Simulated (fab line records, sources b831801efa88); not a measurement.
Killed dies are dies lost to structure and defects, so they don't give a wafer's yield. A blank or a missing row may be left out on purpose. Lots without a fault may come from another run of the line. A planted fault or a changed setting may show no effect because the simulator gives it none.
Chamber matching | flow gf180mcu | GF_V2_CMP_04 on cmp-01: 4 sister chambers
The step polishes SiO2. 4 wafers are shown with their chamber, then 10 later ones without.

WAFERS WITH THEIR CHAMBER
wafer  | chamber | motor_current_A (A)
L085.6 | 3       | 13.4
L088.5 | 1       | 10.9
L089.3 | 0       | 14.4
L089.4 | 2       | 10.3

WAFERS WITHOUT THEIR CHAMBER
wafer  | motor_current_A (A)
L089.5 | 13.1
L092.2 | 10.6
L092.5 | 10.3
L092.6 | 10.8
L093.2 | 11.2
L093.5 | 10.8
L093.6 | 10.7
L095.1 | 13.1
L095.2 | 10.7
L095.4 | 12.8

WHICH CHAMBER EACH WENT THROUGH
wafer  | from the rows above     | in truth
L089.5 | 3                       | 3
L092.2 | can't be placed: 2 or 1 | 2
L092.5 | 2                       | 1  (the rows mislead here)
L092.6 | can't be placed: 1 or 2 | 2
L093.2 | 1                       | 1
L093.5 | can't be placed: 1 or 2 | 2
L093.6 | can't be placed: 1 or 2 | 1
L095.1 | 3                       | 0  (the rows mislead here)
L095.2 | can't be placed: 1 or 2 | 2
L095.4 | 3                       | 3
Placed correctly: 3 of 10. Can't be placed from these rows: 5 (the true chamber is among the candidates in 5). Placed wrongly: 2.
How it was worked out, from the rows above alone: a wafer's distance from a chamber is the root of the sum, over the readings, of the square of ((its reading less the chamber's mean) divided by the reading's scatter). The wafer belongs to the nearest chamber; if the next one is less than 2 further off, it can't be placed. A chamber's mean is the mean of its shown wafers. The scatter: with one shown wafer a chamber, the root of the mean of the squares of how far each hidden wafer lies from its nearest shown one.
